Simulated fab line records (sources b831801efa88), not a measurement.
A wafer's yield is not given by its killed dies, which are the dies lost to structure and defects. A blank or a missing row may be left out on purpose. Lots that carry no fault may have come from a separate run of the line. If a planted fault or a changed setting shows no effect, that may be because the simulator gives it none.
Problem report, 8D (eight disciplines) form, completed by code | flow gf180mcu | the parts of the form that need people (team, actions taken, sign-off) are left out

1. THE PROBLEM
Mean V3_W_RS at GF_V3_RS_MEAS_24: 0.223 ohm/sq over 4 wafers in 3 lots; fault-free wafers: 0.327 ohm/sq, standard deviation 0.0036. That puts it -29 standard deviations away from the usual mean.
The step: measures by four-point-probe.
First observed at day 25 23:23: wafer L873.3, on film-metro-03. The record holds 33 wafers of 11 lots with a number at this step. The rule behind "out" and "out of limits": a value lying over 4 standard deviations away from the usual mean. Any other wafer with a number is counted as sound.

2. WHAT THIS IS AND IS NOT
question                    | is                             | is not
which readings at this step | V3_W_RS                        | -
which lots                  | L873, L874, L875               | L863, L868, L869, L870, L872, L883, L884, L886
which wafers of those lots  | L873.3, L874.3, L874.6, L875.3 | L873.1, L873.4, L874.5, L875.1, L875.4
read on which gauges        | film-metro-01, film-metro-03   | film-metro-02
when                        | from day 25 23:23              | up to then (17 sound wafers); but 12 sound wafers of L874, L875, L883, L884, L886 came after

3. SUSPECTS, AND WHAT RULES EACH OUT
Counting: any tool at a process step up to the reading remains a suspect provided it ran every lot that is out. Sound lots after the first of them don't rule it out here, since some wafers of a struck lot are sound.
- the gauge at GF_V3_RS_MEAS_24: ruled out. The wafers that are out were read on 2 gauges (film-metro-01, film-metro-03).
- cvd-w-01 at GF_V3_CVD_23 (deposits W, target thk 350 nm, time 104.9 s): kept. Ran every lot that is out, first one L873 (day 25 23:16); last sound lot up to then L872 (day 25 17:07).
Left after counting: cvd-w-01 at GF_V3_CVD_23.

4. THE CAUSE (what the simulator had put in)
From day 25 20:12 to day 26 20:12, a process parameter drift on cvd-w-01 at GF_V3_CVD_23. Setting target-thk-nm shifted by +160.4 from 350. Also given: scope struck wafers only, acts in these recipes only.
The count eliminated every tool but this one.

5. THE CHAIN OF EFFECTS, in route order
Each row: a reading whose mean over the struck wafers that have a number lies more than 3 standard deviations from the usual. Readings are gone through only where the record gives a usual standard deviation; hours: the median, over the lots, of the time from a lot's start at the first step in this table giving one to that lot's start at this step; sigmas: the change measured in usual standard deviations.
hours | step              | reading            | usual        | on struck wafers | change | sigmas
0     | GF_V3_RS_MEAS_24  | V3_W_RS            | 0.327 ohm/sq | 0.223            | -0.104 | -29
0     | GF_V3_THK_MEAS_25 | V3_W_THK           | 356 nm       | 524              | +168   | +31
0     | GF_V3_CMP_26      | time-to-endpoint-s | 86 s         | 124              | +38    | +8.7
It contains these process steps:
- GF_V3_CMP_26: polishes, stops on SiO2, t overpolish 15 s, target thk 0 nm.

6. HOW IT WOULD HAVE BEEN CAUGHT EARLIER
Counted from the fault's start at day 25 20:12, it took 3 hours until the first out-of-limits reading at a measuring or inspecting step in this record, taken at day 25 23:23.
Of the tool readings at GF_V3_CVD_23 for which the record gives a usual standard deviation, none was out on any struck wafer, so an alarm limit of 4 standard deviations on them would not have fired.
Among the 3 lots that are out, L874, L875 began GF_V3_CVD_23 on cvd-w-01 after day 25 23:23. A hold on the tool at that time would have spared those 2.
